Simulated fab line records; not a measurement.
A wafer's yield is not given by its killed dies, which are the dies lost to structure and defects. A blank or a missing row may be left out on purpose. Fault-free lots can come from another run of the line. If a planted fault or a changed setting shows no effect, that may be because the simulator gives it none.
What tool caused it? | flow sky130 | Sampling: 14 lots, 42 wafers, 2 of 708 route steps

== WHAT THE GAUGES SHOWED, per wafer ==
The record holds no reading of a measuring or inspecting step that can be judged against a usual standard deviation.

== WHICH TOOL RAN EACH LOT (tool, then ch and the chambers of the sampled wafers, then the start) ==
lot  | SKY_METAL1_SPUTTER_02       | SKY_PAD_OPEN_PROBE_99
L421 | pvdSputter-04, day 33 04:05 | prober-02, day 47 08:09
L422 | pvdSputter-04, day 33 15:18 | prober-02, day 47 16:17
L423 | pvdSputter-01, day 33 15:19 | prober-01, day 47 15:42
L424 | pvdSputter-03, day 34 00:23 | prober-01, day 47 22:37
L425 | pvdSputter-04, day 34 10:35 | prober-02, day 48 05:19
L432 | pvdSputter-03, day 37 01:47 | prober-02, day 50 04:46
L433 | pvdSputter-03, day 37 06:31 | prober-01, day 50 09:43
L435 | pvdSputter-04, day 38 03:52 | prober-01, day 51 01:13
L436 | pvdSputter-04, day 38 11:27 | prober-02, day 51 05:16
L439 | pvdSputter-04, day 38 19:18 | prober-02, day 51 08:42
L438 | pvdSputter-01, day 38 21:51 | prober-01, day 51 13:31
L440 | pvdSputter-01, day 39 07:26 | prober-02, day 51 18:19
L441 | pvdSputter-01, day 39 08:11 | prober-01, day 51 19:33
L442 | pvdSputter-04, day 39 14:57 | prober-01, day 51 23:59
- SKY_METAL1_SPUTTER_02: material AlCu, target thk 250 nm, time 13.3 s.
- SKY_PAD_OPEN_PROBE_99

== WHAT THE TOOLS THEMSELVES READ (means of the sampled wafers that have a number; where no wafer has one, the mark that the record gives instead) ==
SKY_METAL1_SPUTTER_02.
lot  | tool          | chamberPressurePa (Pa) | throttleValvePct (%)
L421 | pvdSputter-04 | 0.3999                 | 29.1
L422 | pvdSputter-04 | 0.4005                 | 30.2
L423 | pvdSputter-01 | 0.4002                 | 31.1
L424 | pvdSputter-03 | 0.4002                 | 28.5
L425 | pvdSputter-04 | 0.4005                 | 30.0
L432 | pvdSputter-03 | 0.3571                 | 31.0
L433 | pvdSputter-03 | 0.3579                 | 31.2
L435 | pvdSputter-04 | 0.4006                 | 30.1
L436 | pvdSputter-04 | 0.4005                 | 30.4
L439 | pvdSputter-04 | 0.4004                 | 29.1
L438 | pvdSputter-01 | 0.4005                 | 31.4
L440 | pvdSputter-01 | 0.3997                 | 31.4
L441 | pvdSputter-01 | 0.4003                 | 31.1
L442 | pvdSputter-04 | 0.3998                 | 29.1

SKY_PAD_OPEN_PROBE_99.
lot  | tool      | defectLimitedYield (%) | killed_at_M0_to_M3 | killed_at_M4_up | killedAtContacts | killedAtFrontEnd | killedAtOther | killedDies | killedOnRim | killedOpen | killedShort | sort_bin_3_pad_short (%) | sort_bin_5_function (%) | sort_bin_6_memory (%) | sortNPass | sortYieldPct (%)
L421 | prober-02 | 83.5                   | 38                 | 2.7             | 25               | 16               | 0.0           | 81         | 19          | 44         | 37          | 0.8                      | 8.8                     | 6.9                   | 411       | 83.5
L422 | prober-02 | 82.4                   | 44                 | 3.7             | 23               | 16               | 0.0           | 86         | 12          | 49         | 37          | 0.7                      | 10.2                    | 6.6                   | 406       | 82.4
L423 | prober-01 | 83.5                   | 34                 | 2.7             | 26               | 19               | 0.3           | 81         | 18          | 44         | 36          | 0.8                      | 9.7                     | 6.0                   | 411       | 83.5
L424 | prober-01 | 82.1                   | 46                 | 4.0             | 21               | 17               | 0.0           | 88         | 16          | 50         | 37          | 0.9                      | 10.6                    | 6.4                   | 404       | 82.1
L425 | prober-02 | 82.7                   | 46                 | 3.0             | 23               | 13               | 0.3           | 85         | 17          | 47         | 37          | 0.7                      | 10.4                    | 6.2                   | 407       | 82.7
L432 | prober-02 | 82.2                   | 51                 | 3.7             | 17               | 15               | 0.7           | 88         | 18          | 49         | 39          | 0.6                      | 10.2                    | 7.0                   | 404       | 82.2
L433 | prober-01 | 82.4                   | 46                 | 3.0             | 23               | 14               | 0.3           | 86         | 18          | 45         | 41          | 0.9                      | 10.3                    | 6.4                   | 406       | 82.4
L435 | prober-01 | 82.6                   | 41                 | 2.7             | 23               | 18               | 0.7           | 85         | 17          | 45         | 39          | 1.1                      | 10.1                    | 6.2                   | 407       | 82.6
L436 | prober-02 | 81.7                   | 45                 | 3.7             | 25               | 16               | 0.7           | 90         | 14          | 54         | 35          | 0.9                      | 10.1                    | 7.4                   | 402       | 81.7
L439 | prober-02 | 81.7                   | 45                 | 3.3             | 24               | 18               | 0.0           | 90         | 15          | 50         | 40          | 1.0                      | 10.3                    | 7.0                   | 402       | 81.7
L438 | prober-01 | 81.8                   | 44                 | 3.7             | 26               | 16               | 0.0           | 90         | 15          | 51         | 38          | 0.5                      | 11.1                    | 6.6                   | 402       | 81.8
L440 | prober-02 | 83.4                   | 42                 | 2.7             | 22               | 14               | 0.0           | 81         | 13          | 45         | 36          | 0.9                      | 9.0                     | 6.6                   | 411       | 83.4
L441 | prober-01 | 81.0                   | 51                 | 3.7             | 26               | 12               | 0.7           | 94         | 18          | 53         | 40          | 1.1                      | 10.8                    | 7.1                   | 398       | 81.0
L442 | prober-01 | 82.4                   | 45                 | 2.7             | 25               | 14               | 0.3           | 86         | 16          | 41         | 44          | 0.7                      | 11.1                    | 5.8                   | 406       | 82.4

== THE ANSWER, worked out from the rows above alone ==
Rule: the lots themselves supply what counts as usual. Put in order of their means at a reading, lots are off if they are a third of the lots or fewer, leave a main group of 4 or more, and stand apart from it by a gap of 3 or more times the standard deviation of the main group's means; of several such gaps the widest counts. Not used: any main group whose means are identical at the precision the tables above print for the reading. A lot without any number at a reading at which 4 lots or more have one is off too. All remaining lots with rows at the step are treated as sound. First the gauges in route order, then the tools' own readings, where a lot's mean is used as printed above. At the first step where some lot is off, the reading lying furthest off is the one used; lots without a number count as furthest.
Off, at SKY_METAL1_SPUTTER_02 on chamberPressurePa: L432, L433. The main group: mean 0.4003 Pa, standard deviation 0.00029.
If a tool, at that step or one of the process steps before it, ran each lot that is off and ran no sound lot following the first of them, it fits. One candidate fits, namely pvdSputter-03 at SKY_METAL1_SPUTTER_02. Its last sound lot is L424 (day 34 00:23), its first lot that is off L432 (day 37 01:47): a fault that began between those two fits.
On the lots that are off, the tool's own readings at SKY_METAL1_SPUTTER_02 differ by more than 5 times the standard deviation of the sound lots' means, which bears it out; chamberPressurePa reads 0.3575 Pa there versus 0.4003 Pa on the sound lots.

== WHAT HAD BEEN PUT IN BY THE SIMULATOR ==
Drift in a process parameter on pvdSputter-03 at SKY_METAL1_SPUTTER_02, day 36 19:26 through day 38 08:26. A move of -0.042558 in setting chamberPressurePa, from 0.4. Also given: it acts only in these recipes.
Lots struck among those shown: L432, L433. This agrees with what the rule above found.
